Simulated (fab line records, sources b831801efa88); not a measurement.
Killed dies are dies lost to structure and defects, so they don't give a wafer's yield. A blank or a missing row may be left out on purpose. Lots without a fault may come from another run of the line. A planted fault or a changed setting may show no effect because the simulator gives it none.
A struck lot beside a sound one | flow sky130 | 14 steps out of a route of 708
Sound: wafers L525.2, L525.4, L525.6. Struck: wafers L522.1, L522.2, L522.3. The cause comes at the end.
At each step with rows: each side's tool, then ch and its chambers, then its first start. Under that, the readings that differ: sound wafers | struck wafers | difference of the means | sigmas: that difference in standard deviations of wafers without a fault.
alike: readings whose means differ by less than 2 such deviations, and words and numbers that are the same on both sides. not compared: withheld readings, readings that some wafer has no value for, bounds like >300 that may hide the same value, and numbers for which the record gives no deviation and whose values overlap.
The two part at a step that has a row with sigmas, a row that says differs or no value, or rows on one side only. Numbers that don't overlap but have no deviation are shown without sigmas and don't part them. A reading that every wafer of one side lacks parts them only if that side has two wafers or more.

first, 4 steps without rows for these wafers: SKY_LDD_N_SOFTBAKE_03 (time 60 s); SKY_LDD_N_EXPOSE_04 (exposes mask NTM, target cd 840 nm); SKY_LDD_N_PEB_05; SKY_LDD_N_DEVELOP_06 (develop time 60 s).
SKY_LDD_N_OVL_MEAS_07:
  sound on overlay-02, day 23 08:16; struck on overlay-01, day 21 19:25
  alike: LDD_N_OVL
then, 7 steps without rows for these wafers: SKY_LDD_N_IMPLANT_08; SKY_LDD_N_IMPLANT_09; SKY_LDD_N_IMPLANT_10; SKY_LDD_N_IMPLANT_11; SKY_LDD_N_IMPLANT_12; SKY_LDD_N_IMPLANT_13; SKY_LDD_N_IMPLANT_14.
SKY_LDD_N_IMPLANT_15:
  sound on implanter-04 ch 0, day 23 09:22; struck on implanter-01, day 21 20:30
  no value came back on the struck wafers for beam_energy_keV, beam_on_s (s), faraday_current_uA; on the sound wafers beam_energy_keV reads 49.998 49.994 50.011
SKY_LDD_N_STRIP_16: strips in O2/N2.
  sound on plasma_asher-02 ch 0,1, day 23 09:30; struck on plasma_asher-02 ch 0,1, day 21 20:39
  alike: drypump_motor_current_A, oes_product_au, strip_time_to_endpoint_s
  not compared: rf_hours_counter_h

WHERE THEY PART
Only at SKY_LDD_N_IMPLANT_15, within this record. Later steps at which nothing parts them and some readings are alike: SKY_LDD_N_STRIP_16.

WHY: what the simulator had put in
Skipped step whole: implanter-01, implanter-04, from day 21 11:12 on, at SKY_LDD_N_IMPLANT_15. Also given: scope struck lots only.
